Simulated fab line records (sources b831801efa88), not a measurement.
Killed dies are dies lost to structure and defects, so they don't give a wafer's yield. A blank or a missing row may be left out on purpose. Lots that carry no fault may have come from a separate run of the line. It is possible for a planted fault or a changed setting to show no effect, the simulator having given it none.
Which tool was responsible? ; flow gf180mcu ; 18 wafers from 6 lots sampled at 5 of the route's 602 steps

== WHAT THE GAUGES SHOWED, per wafer ==
GF_V5_THK_MEAS_03.
lot;measured;on;V5_CVD_02_THK (nm)
L895;day 26 17:10;film-metro-03;1415 1461 1446
L897;day 27 08:59;film-metro-02;1434 1437 1452
L899;day 28 03:01;film-metro-03;1451 1445 1452
L902;day 29 01:31;film-metro-03;1466 1457 1460
L907;day 30 08:52;film-metro-02;1420 1425 1444
L914;day 32 06:46;film-metro-02;1137 1493 1484

== WHAT TOOL EACH LOT RAN ON (gives the tool, then ch and the chambers of the sampled wafers, and finally the start) ==
lot;GF_V4_CMP_26;GF_MIM_SPUTTER_01;GF_MIM_SPUTTER_07;GF_V5_CVD_02
L895;cmp-02 ch 0,3, day 24 21:01;pvd-sputter-02, day 24 21:25;pvd-sputter-01, day 24 21:37;pecvd-01 ch 0,2, day 26 17:03
L897;cmp-02 ch 0,2,3, day 25 12:52;pvd-sputter-01, day 25 13:16;pvd-sputter-04, day 25 13:29;pecvd-01 ch 0,1, day 27 08:53
L899;cmp-01 ch 0,1,2, day 26 08:22;pvd-sputter-02, day 26 08:46;pvd-sputter-04, day 26 08:59;pecvd-02 ch 0,1, day 28 02:54
L902;cmp-02 ch 0,1,3, day 27 07:49;pvd-sputter-04, day 27 08:13;pvd-sputter-01, day 27 08:26;pecvd-03 ch 0,1,2, day 29 01:22
L907;cmp-01 ch 0,2, day 28 17:37;pvd-sputter-04, day 28 18:01;pvd-sputter-01, day 28 18:14;pecvd-01 ch 0,2, day 30 08:45
L914;cmp-02 ch 0,2,3, day 30 17:07;pvd-sputter-04, day 30 17:31;pvd-sputter-01, day 30 17:44;pecvd-03 ch 0,1,2, day 32 06:39
- GF_V4_CMP_26: polishes, stops on SiO2, t overpolish 15 s, target thk 0 nm.
- GF_MIM_SPUTTER_01: material TiN, target thk 30 nm, time 25 s.
- GF_MIM_SPUTTER_07: material TiN, target thk 60 nm, time 50 s.
- GF_V5_CVD_02: deposits SiO2 from TEOS, target thk 1450 nm, time 163.28 s.

== THE ANSWER, worked out from the rows above alone ==
Rule: usual is defined by the lots themselves. The widest of any qualifying gaps counts: lots, ordered by their means at a reading, are off when they make up no more than a third of the lots, leave a main group of 4 or more, and stand apart from it by 3 or more times the standard deviation of that group's means. A main group is skipped when, at the precision printed for the reading in the tables above, its means are all equal. Also off: a lot with no number at a reading for which 4 or more lots have one. All remaining lots with rows at the step are treated as sound.
Off: at GF_V5_THK_MEAS_03 (V5_CVD_02_THK), L914. The main group: mean 1444 nm, standard deviation 10.
If a tool, at a process step before that reading, ran all the lots that are off and no sound lot after the first of them, it fits. Gauges at GF_V5_THK_MEAS_03: tried the same way as those tools. Can't be told from this: 5 tools fit, cmp-02 at GF_V4_CMP_26, pvd-sputter-04 at GF_MIM_SPUTTER_01, pvd-sputter-01 at GF_MIM_SPUTTER_07, pecvd-03 at GF_V5_CVD_02, film-metro-02 at GF_V5_THK_MEAS_03.

== WHAT THE SIMULATOR HAD INSERTED ==
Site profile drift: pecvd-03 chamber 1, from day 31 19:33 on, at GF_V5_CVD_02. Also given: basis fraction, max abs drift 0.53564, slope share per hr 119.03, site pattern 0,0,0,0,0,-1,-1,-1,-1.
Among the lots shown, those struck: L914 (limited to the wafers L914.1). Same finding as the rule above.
